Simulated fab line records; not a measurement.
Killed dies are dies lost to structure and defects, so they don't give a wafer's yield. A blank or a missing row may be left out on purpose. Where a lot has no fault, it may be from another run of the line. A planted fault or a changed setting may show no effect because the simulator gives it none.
Chamber matching || flow gf180mcu || 4 sister chambers for GF_V1_ETCH_16 on rie diel-03
The step etches BARC in N2/H2. 4 wafers are shown with their chamber, then 12 later ones without.

== EACH WAFER AND ITS CHAMBER ==
{"wafer": "L085.2", "chamber": 0, "drypump motor current A (A)": 5.3}
{"wafer": "L085.3", "chamber": 3, "drypump motor current A (A)": 5.4}
{"wafer": "L085.5", "chamber": 1, "drypump motor current A (A)": 5.1}
{"wafer": "L085.6", "chamber": 2, "drypump motor current A (A)": 5.3}

== WAFERS WITHOUT THEIR CHAMBER ==
{"wafer": "L088.1", "drypump motor current A (A)": 5.3}
{"wafer": "L088.3", "drypump motor current A (A)": 5.3}
{"wafer": "L088.4", "drypump motor current A (A)": 5.4}
{"wafer": "L093.1", "drypump motor current A (A)": 5.2}
{"wafer": "L093.2", "drypump motor current A (A)": 5.4}
{"wafer": "L093.4", "drypump motor current A (A)": 5.1}
{"wafer": "L094.1", "drypump motor current A (A)": 5.1}
{"wafer": "L094.4", "drypump motor current A (A)": 5.3}
{"wafer": "L094.5", "drypump motor current A (A)": 5.4}
{"wafer": "L096.2", "drypump motor current A (A)": 5.1}
{"wafer": "L096.3", "drypump motor current A (A)": 5.3}
{"wafer": "L096.4", "drypump motor current A (A)": 5.4}

== CHAMBER TAKEN BY EACH ==
{"wafer": "L088.1", "from the rows above": "can't be placed: 0 or 2", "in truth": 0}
{"wafer": "L088.3", "from the rows above": "can't be placed: 0 or 2", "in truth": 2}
{"wafer": "L088.4", "from the rows above": 3, "in truth": 3}
{"wafer": "L093.1", "from the rows above": "can't be placed: 0 or 2 or 1", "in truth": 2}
{"wafer": "L093.2", "from the rows above": 3, "in truth": 3}
{"wafer": "L093.4", "from the rows above": 1, "in truth": 1}
{"wafer": "L094.1", "from the rows above": 1, "in truth": 1}
{"wafer": "L094.4", "from the rows above": "can't be placed: 0 or 2", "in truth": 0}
{"wafer": "L094.5", "from the rows above": 3, "in truth": 3}
{"wafer": "L096.2", "from the rows above": 1, "in truth": 1}
{"wafer": "L096.3", "from the rows above": "can't be placed: 0 or 2", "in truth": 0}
{"wafer": "L096.4", "from the rows above": 3, "in truth": 3}
Correctly placed: 7 of 12. These rows do not allow placing 5 (true chamber among the candidates in 5). 0 placed wrongly.
How it was worked out, from the rows above alone: a wafer's distance from a chamber is the root of the sum, over the readings, of the square of ((its reading less the chamber's mean) divided by the reading's scatter). If the next closest chamber is less than 2 further off than the closest, the wafer can't be placed; otherwise it belongs to the closest. A chamber's mean is the mean of its shown wafers. The scatter: root of mean squared gap, hidden wafer to nearest shown wafer, with one shown wafer a chamber.
